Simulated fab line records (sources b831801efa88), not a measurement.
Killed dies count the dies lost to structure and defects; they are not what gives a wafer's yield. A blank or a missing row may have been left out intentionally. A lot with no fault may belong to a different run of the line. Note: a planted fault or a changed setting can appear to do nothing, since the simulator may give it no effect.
Matching of chambers / flow gf180mcu / GF_MIM_CVD_05 on pecvd-01 has 3 sister chambers
The step deposits Si3N4, target thk 42 nm, time 29.086 s. 18 wafers are shown with their chamber, then 9 later ones without.

## WAFERS, EACH WITH ITS CHAMBER
wafer=L075.1; chamber=2; heater-power-w (W)=614
wafer=L075.4; chamber=0; heater-power-w (W)=693
wafer=L075.6; chamber=1; heater-power-w (W)=682
wafer=L080.1; chamber=1; heater-power-w (W)=750
wafer=L080.3; chamber=2; heater-power-w (W)=633
wafer=L080.5; chamber=1; heater-power-w (W)=760
wafer=L084.2; chamber=1; heater-power-w (W)=738
wafer=L084.4; chamber=1; heater-power-w (W)=728
wafer=L084.6; chamber=0; heater-power-w (W)=708
wafer=L088.2; chamber=0; heater-power-w (W)=729
wafer=L088.4; chamber=1; heater-power-w (W)=758
wafer=L088.6; chamber=0; heater-power-w (W)=720
wafer=L091.1; chamber=2; heater-power-w (W)=635
wafer=L091.2; chamber=0; heater-power-w (W)=724
wafer=L091.3; chamber=1; heater-power-w (W)=698
wafer=L092.1; chamber=0; heater-power-w (W)=630
wafer=L092.2; chamber=2; heater-power-w (W)=635
wafer=L092.3; chamber=1; heater-power-w (W)=762

SIGNATURES (averages over the wafers above)
reading=heater-power-w; chamber 0=700.67; chamber 1=734.50; chamber 2=629.25; scatter within a chamber=30
Rule: for each reading, subtract the chamber's mean from the wafer's reading, divide by that reading's scatter and square the result; add these up over the readings and take the root, which gives the wafer's distance from the chamber. The wafer belongs to the nearest chamber; if the next one is less than 2 further off, it can't be placed. The scatter: take each reading less its chamber's mean, square it, sum over the shown wafers, divide by the number of wafers less the number of chambers, and take the root.

## WAFERS WHOSE CHAMBER IS MISSING
wafer=L092.4; heater-power-w (W)=758
wafer=L092.5; heater-power-w (W)=620
wafer=L092.6; heater-power-w (W)=630
wafer=L095.1; heater-power-w (W)=722
wafer=L095.3; heater-power-w (W)=726
wafer=L095.4; heater-power-w (W)=663
wafer=L097.2; heater-power-w (W)=660
wafer=L097.3; heater-power-w (W)=758
wafer=L097.6; heater-power-w (W)=644

## EACH ONE'S CHAMBER
wafer=L092.4; from the rows above=can't be placed: 1 or 0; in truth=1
wafer=L092.5; from the rows above=2; in truth=2
wafer=L092.6; from the rows above=2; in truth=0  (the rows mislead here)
wafer=L095.1; from the rows above=can't be placed: 1 or 0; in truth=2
wafer=L095.3; from the rows above=can't be placed: 1 or 0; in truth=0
wafer=L095.4; from the rows above=can't be placed: 2 or 0 or 1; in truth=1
wafer=L097.2; from the rows above=can't be placed: 2 or 0 or 1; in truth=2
wafer=L097.3; from the rows above=can't be placed: 1 or 0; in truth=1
wafer=L097.6; from the rows above=can't be placed: 2 or 0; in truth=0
Correctly placed: 1 of 9. From these rows, 7 cannot be placed; in 6 the true chamber is one of the candidates. 1 placed wrongly.
